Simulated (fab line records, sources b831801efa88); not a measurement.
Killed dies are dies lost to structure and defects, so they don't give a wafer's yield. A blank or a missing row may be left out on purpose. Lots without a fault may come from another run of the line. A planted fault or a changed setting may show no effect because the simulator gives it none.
fab line records | flow sky130
record lots=6 wafers=18 last_day=50
route steps=708 shown POLY_GATE@235 LDD_N@237 PAD_OPEN@708
lots that met no fault: from a run of the same line without faults
start_h: hours from the record's first day to the start of the lot's first wafer shown | wait_h: hours since the lot's step before | " the same as in the row above | L1.1+2: a row that stands for several wafers | - no value, or no start given | * or withheld: withheld | < > ~ a bound
route shown NAME@n: a module of which the file shows steps, and the number in the route of the first | usual: mean/standard deviation of fault-free wafers | same: alike in all rows | chamber/n: place in a boat | sites: the reading at each site | _std_site: their standard deviation | _edge_site: outer sites' mean less inner sites' | radius_mm: how far each site lies from the wafer's centre | mask NAME#n: copy n | behind: the tool/chamber that last shaped the wafer | hold: why the lot was held/for how many hours/how that ended | device: the transistor (n, p or np) that didn't switch | end of line: the same wafers' tests at the end of the route | a step without rows: its recipe alone | killed: dies lost to structure and defects at the first sort, not the wafer's yield | map: a wafer's dies, x killed, . not, _ none there
set.NAME: the setting as run; set.NAME@STEP: as run at that earlier step | model.NAME: the simulator's own value behind a step, which no gauge read
lots at some steps of the route; a table a step, a row a wafer
services: from which hour (start_h, from the record's first day; less than 0 if before it) a tool's chamber was out of use, for how many hours, and why
## steps
# step SKY_POLY_GATE_THK_MEAS_21
# recipe reads=SiO2_of_POLY_GATE_OXIDATION_20
# usual POLY_GATE_OXIDATION_THK=4.02/0.086
# columns lot.wafer tool chamber start_h wait_h POLY_GATE_OXIDATION_THK[nm]
L977.2 film_metro-03 - 408.91 0.0 4.22
L977.4 " - " " 4.13
L977.6 " - " " 4.08
L982.1 film_metro-04 - 417.37 0.1 4.01
L982.4 " - " " 4.02
L982.6 " - " " 4.06
L993.3 film_metro-04 - 512.98 0.0 4.03
L993.4 " - " " 4.01
L993.6 " - " " 4.05
L991.2 film_metro-03 - 513.78 0.0 3.89
L991.4 " - " " 3.88
L991.6 " - " " 3.87
L995.2 film_metro-01 - 521.77 0.0 4.02
L995.5 " - " " 4.09
L995.6 " - " " 4.00
L100.1 film_metro-04 - 569.32 0.0 3.94
L100.3 " - " " 3.83
L100.5 " - " " 3.94
# step SKY_POLY_GATE_CD_MEAS_22
# usual cd_nm=150.4/2.7
# columns lot.wafer tool chamber start_h wait_h cd_nm
L977.2 cd_sem-01 - 409.16 0.2 149.9
L977.4 " - " " 150.8
L977.6 " - " " 149.9
L982.1 cd_sem-01 - 417.54 0.2 150.4
L982.4 " - " " 153.0
L982.6 " - " " 151.4
L993.3 cd_sem-02 - 513.08 0.1 148.6
L993.4 " - " " 150.8
L993.6 " - " " 146.0
L991.2 cd_sem-02 - 513.86 0.1 151.4
L991.4 " - " " 152.6
L991.6 " - " " 150.7
L995.2 cd_sem-02 - 521.85 0.1 152.4
L995.5 " - " " 152.5
L995.6 " - " " 149.1
L100.1 cd_sem-02 - 569.38 0.1 153.3
L100.3 " - " " 157.1
L100.5 " - " " 151.1
# step SKY_LDD_N_DEHYDRATE_00
# recipe temp_c=200 time_s=60
# step SKY_LDD_N_HMDS_01
# recipe prime_time_s=60 prime_temp_c=120
# step SKY_LDD_N_COAT_02
# recipe resist=NOVOLAK spin_rpm=3000 resist_thk_nm=300
# step SKY_LDD_N_SOFTBAKE_03
# recipe temp_c=90 time_s=60 resist=NOVOLAK
# step SKY_LDD_N_EXPOSE_04
# recipe mask_id=NTM target_cd_nm=840 na=0.6 source_shape=conventional sigma_outer=0.6 dose_mj=110
# step SKY_LDD_N_PEB_05
# recipe temp_c=withheld time_s=* resist=NOVOLAK
# step SKY_LDD_N_DEVELOP_06
# recipe develop_time_s=60 dev_temp_c=23
# step SKY_LDD_N_OVL_MEAS_07
# usual LDD_N_OVL=0.4/1.4
# columns lot.wafer tool chamber start_h wait_h LDD_N_OVL[nm]
L977.2 overlay-02 - 438.39 0.1 2.2
L977.4 " - " " 0.4
L977.6 " - " " 1.6
L982.1 overlay-02 - 446.96 0.1 0.7
L982.4 " - " " -0.9
L982.6 " - " " -0.1
L993.3 overlay-01 - 541.89 0.1 -2.1
L993.4 " - " " 1.1
L993.6 " - " " 1.7
L991.2 overlay-01 - 543.47 0.1 2.1
L991.4 " - " " 0.7
L991.6 " - " " 1.2
L995.2 overlay-02 - 551.54 0.1 0.8
L995.5 " - " " -2.3
L995.6 " - " " 0.9
L100.1 overlay-01 - 599.38 0.1 1.4
L100.3 " - " " 2.4
L100.5 " - " " 1.2
# step SKY_LDD_N_IMPLANT_08
# recipe species=As energy_kev=20 dose_cm2=7.5e+13 tilt_deg=withheld rotation_deg=23
# step SKY_LDD_N_IMPLANT_09
# recipe species=As energy_kev=20 dose_cm2=7.641e+13 tilt_deg=withheld rotation_deg=113
# step SKY_LDD_N_IMPLANT_10
# recipe species=As energy_kev=20 dose_cm2=7.5e+13 tilt_deg=withheld rotation_deg=203
# usual dose_ions_cm2=7.499e+13/8e+10 faraday_current_uA=423/8.1
# columns lot.wafer tool chamber start_h wait_h dose_ions_cm2 faraday_current_uA
L977.2 implanter-03 0 438.74 0.1 7.509e+13 428
L977.4 " 0 " " 7.51e+13 427
L977.6 " 0 " " 7.503e+13 439
L982.1 implanter-04 0 447.30 0.1 7.509e+13 430
L982.4 " 0 " " 7.497e+13 419
L982.6 " 0 " " 7.491e+13 425
L993.3 implanter-02 0 542.27 0.1 7.505e+13 425
L993.4 " 0 " " 7.498e+13 417
L993.6 " 0 " " 7.496e+13 420
L991.2 implanter-04 0 543.82 0.1 6.448e+13 373
L991.4 " 0 " " 6.446e+13 360
L991.6 " 0 " " 6.455e+13 360
L995.2 implanter-04 0 551.89 0.1 6.447e+13 368
L995.5 " 0 " " 6.455e+13 367
L995.6 " 0 " " 6.442e+13 372
L100.1 implanter-03 0 599.72 0.1 7.494e+13 425
L100.3 " 0 " " 7.508e+13 417
L100.5 " 0 " " 7.502e+13 424
# step SKY_LDD_N_IMPLANT_11
# recipe species=As energy_kev=20 dose_cm2=7.5e+13 tilt_deg=withheld rotation_deg=293
# step SKY_PAD_OPEN_PROBE_99
# usual killed_at_M0_to_M3=42/6.6 killed_at_M4_up=3.0/1.7 killed_at_contacts=24/5.3 killed_at_front_end=15/4.5 killed_at_other=0.2/0.49 killed_dies=83/9 killed_open=45/6.9 killed_short=38/5.8
# same gross_dies=492 killed_at_back_side=0
# columns lot.wafer tool chamber start_h wait_h killed_at_M0_to_M3 killed_at_M4_up killed_at_contacts killed_at_front_end killed_at_other killed_dies killed_open killed_short model.etest.tip_n.rs_ohm_sq
L977.2 prober-02 - 1114.81 0.1 34 0 23 24 0 81 43 38 441.4
L977.4 prober-02 - 1114.91 0.2 43 3 31 15 0 92 52 40 439.6
L977.6 prober-02 - 1115.01 0.2 35 0 19 21 1 76 41 35 441.2
L982.1 prober-01 - 1116.56 0.3 39 3 24 13 0 79 37 42 440.8
L982.4 prober-01 - 1116.71 0.4 41 6 34 9 0 90 49 41 443.6
L982.6 prober-01 - 1116.81 0.4 41 4 23 11 0 79 34 45 442.1
L993.3 prober-01 - 1168.54 0.2 54 3 34 22 0 113 65 48 439.4
L993.4 prober-01 - 1168.59 0.2 50 2 29 21 1 103 63 40 438.3
L993.6 prober-01 - 1168.69 0.2 42 2 27 13 1 85 45 39 437.1
L991.2 prober-02 - 1171.13 0.1 39 6 27 20 0 92 42 50 453.5
L991.4 prober-02 - 1171.23 0.2 36 2 29 19 0 86 42 44 447.9
L991.6 prober-02 - 1171.33 0.2 35 3 23 23 0 84 46 38 450.1
L995.2 prober-01 - 1172.29 0.1 46 1 23 11 2 83 41 42 448.4
L995.5 prober-01 - 1172.44 0.2 39 4 21 17 0 81 43 37 450
L995.6 prober-01 - 1172.49 0.2 54 2 16 13 1 86 40 46 449.8
L100.1 prober-02 - 1195.91 0.1 38 2 29 18 0 87 52 34 436.4
L100.3 prober-02 - 1196.01 0.2 39 4 23 17 0 83 46 37 434.1
L100.5 prober-02 - 1196.11 0.2 38 5 24 20 0 87 44 43 436.4
# killed by level:class
L977.2 CONTACT:geometric_particle:open=9 VIA2:geometric_particle:open=8 FIELD_ISO:geometric_particle:short=7 METAL1:geometric_particle:short=7 POLY_GATE:geometric_particle:short=6 FIELD_ISO:geometric_particle:open=5 CONTACT:geometric_particle:short=5 VIA3:geometric_particle:open=5
L977.4 CONTACT:geometric_particle:open=12 VIA1:geometric_particle:open=8 LOCAL_INTERCONNECT:geometric_particle:short=8 METAL1:geometric_particle:short=7 VIA2:geometric_particle:short=6 LI_CONTACT:geometric_particle:open=6 VIA2:geometric_particle:open=6 FIELD_ISO:geometric_particle:open=5
L977.6 VIA2:geometric_particle:open=9 CONTACT:geometric_particle:open=8 VIA1:geometric_particle:open=8 POLY_GATE:geometric_particle:short=7 FIELD_ISO:geometric_particle:short=4 POLY_GATE:geometric_particle:open=4 LI_CONTACT:geometric_particle:open=4 METAL1:geometric_particle:short=4
L982.1 VIA1:geometric_particle:open=10 LI_CONTACT:geometric_particle:open=8 CONTACT:geometric_particle:open=6 METAL1:geometric_particle:short=6 LOCAL_INTERCONNECT:geometric_particle:short=5 CONTACT:geometric_particle:short=4 METAL2:geometric_particle:short=4 FIELD_ISO:geometric_particle:short=3
L982.4 CONTACT:geometric_particle:open=14 LI_CONTACT:geometric_particle:open=10 VIA1:geometric_particle:open=9 METAL2:geometric_particle:short=8 VIA1:geometric_particle:short=6 METAL4:geometric_particle:short=6 LOCAL_INTERCONNECT:geometric_particle:short=4 CONTACT:geometric_particle:short=4
L982.6 LI_CONTACT:geometric_particle:open=8 METAL1:geometric_particle:short=7 VIA1:geometric_particle:open=5 VIA1:geometric_particle:short=5 METAL2:geometric_particle:short=5 VIA3:geometric_particle:open=5 CONTACT:geometric_particle:open=4 CONTACT:geometric_particle:short=4
L993.3 LI_CONTACT:geometric_particle:open=16 VIA1:geometric_particle:open=11 VIA2:geometric_particle:open=10 METAL2:geometric_particle:short=10 POLY_GATE:geometric_particle:open=7 CONTACT:geometric_particle:open=7 METAL1:geometric_particle:short=7 POLY_GATE:geometric_particle:short=6
L993.4 CONTACT:geometric_particle:open=18 VIA1:geometric_particle:open=14 METAL2:geometric_particle:short=8 METAL1:geometric_particle:short=7 VIA3:geometric_particle:open=7 FIELD_ISO:geometric_particle:open=5 POLY_GATE:geometric_particle:open=5 POLY_GATE:geometric_particle:short=4
L993.6 LI_CONTACT:geometric_particle:open=9 CONTACT:geometric_particle:open=9 METAL1:geometric_particle:short=8 VIA2:geometric_particle:open=8 VIA1:geometric_particle:open=7 CONTACT:geometric_particle:short=6 VIA1:geometric_particle:short=5 METAL3:geometric_particle:short=5
L991.2 VIA2:geometric_particle:open=10 CONTACT:geometric_particle:open=8 CONTACT:geometric_particle:short=8 METAL1:geometric_particle:short=8 POLY_GATE:geometric_particle:short=6 LI_CONTACT:geometric_particle:open=6 VIA1:geometric_particle:open=6 LOCAL_INTERCONNECT:geometric_particle:short=5
L991.4 CONTACT:geometric_particle:open=10 VIA1:geometric_particle:open=9 LOCAL_INTERCONNECT:geometric_particle:short=7 FIELD_ISO:geometric_particle:short=6 LI_CONTACT:geometric_particle:open=5 METAL2:geometric_particle:short=5 CONTACT:geometric_particle:short=4 METAL1:geometric_particle:short=4
L991.6 VIA2:geometric_particle:open=10 FIELD_ISO:geometric_particle:short=7 LI_CONTACT:geometric_particle:open=7 VIA1:geometric_particle:open=7 CONTACT:geometric_particle:short=5 POLY_GATE:geometric_particle:short=4 SPACER:geometric_particle:short=4 LOCAL_INTERCONNECT:geometric_particle:short=4
L995.2 VIA1:geometric_particle:open=9 CONTACT:geometric_particle:open=7 METAL1:geometric_particle:short=7 LI_CONTACT:geometric_particle:open=6 LOCAL_INTERCONNECT:geometric_particle:short=6 METAL2:geometric_particle:short=6 VIA3:geometric_particle:short=5 VIA3:geometric_particle:open=5
L995.5 VIA1:geometric_particle:open=10 LI_CONTACT:geometric_particle:open=6 VIA3:geometric_particle:open=6 FIELD_ISO:geometric_particle:short=5 POLY_GATE:geometric_particle:open=5 LOCAL_INTERCONNECT:geometric_particle:short=5 CONTACT:geometric_particle:open=5 VIA1:geometric_particle:short=5
L995.6 VIA1:geometric_particle:open=13 METAL1:geometric_particle:short=9 METAL2:geometric_particle:short=8 VIA1:geometric_particle:short=8 VIA2:geometric_particle:open=6 CONTACT:geometric_particle:open=5 LI_CONTACT:geometric_particle:open=4 POLY_GATE:geometric_particle:open=3
L100.1 LI_CONTACT:geometric_particle:open=12 CONTACT:geometric_particle:open=9 VIA1:geometric_particle:open=9 FIELD_ISO:geometric_particle:open=7 VIA3:geometric_particle:open=7 VIA1:geometric_particle:short=6 FIELD_ISO:geometric_particle:short=5 LOCAL_INTERCONNECT:geometric_particle:short=4
L100.3 VIA2:geometric_particle:open=10 FIELD_ISO:geometric_particle:short=8 VIA1:geometric_particle:open=8 FIELD_ISO:geometric_particle:open=7 CONTACT:geometric_particle:short=6 CONTACT:geometric_particle:open=6 VIA3:geometric_particle:open=6 LI_CONTACT:geometric_particle:open=5
L100.5 LI_CONTACT:geometric_particle:open=11 VIA3:geometric_particle:open=9 METAL2:geometric_particle:short=9 FIELD_ISO:geometric_particle:short=7 FIELD_ISO:geometric_particle:open=6 VIA1:geometric_particle:open=6 LOCAL_INTERCONNECT:geometric_particle:short=5 METAL4:geometric_particle:short=5
## services
# columns tool chamber start_h hours kind
implanter-02 - 428.85 1.5 repair
implanter-04 - 433.40 4.1 repair
implanter-03 - 442.35 4.3 pm
implanter-04 - 532.23 3.4 repair
implanter-03 - 583.00 14.2 pm
implanter-02 - 597.45 4.5 pm
## key
first_sign step=SKY_LDD_N_IMPLANT_10 reading=dose_ions_cm2 direction=down sigmas=99+ usual=* struck=*
effect step=SKY_LDD_N_IMPLANT_10 reading=faraday_current_uA direction=down sigmas=6.9 usual=423 struck=367
model_effect step=SKY_PAD_OPEN_PROBE_99 value=etest.tip_n.rs_ohm_sq without=440.3 struck=450
met_at SKY_LDD_N_IMPLANT_10
struck_wafers L991.2,L991.4,L991.6,L995.2,L995.5,L995.6
tester_left_out L991,L995
onset_between 447.30 543.82
fault kind=process_parameter_drift tool=implanter-04 chamber=- onset_h=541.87 steps=SKY_LDD_N_IMPLANT_10 channel=dose_cm2 offset=* shape=step end_h=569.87 acts_in=* stated=*
# tester_left_out: of these lots the tester's yield and bins aren't shown, on N5 and GAA mostly nor the transistor test; their killed dies are dies lost to structure and defects alone, not to doping, threshold or leakage, so they don't give the yield
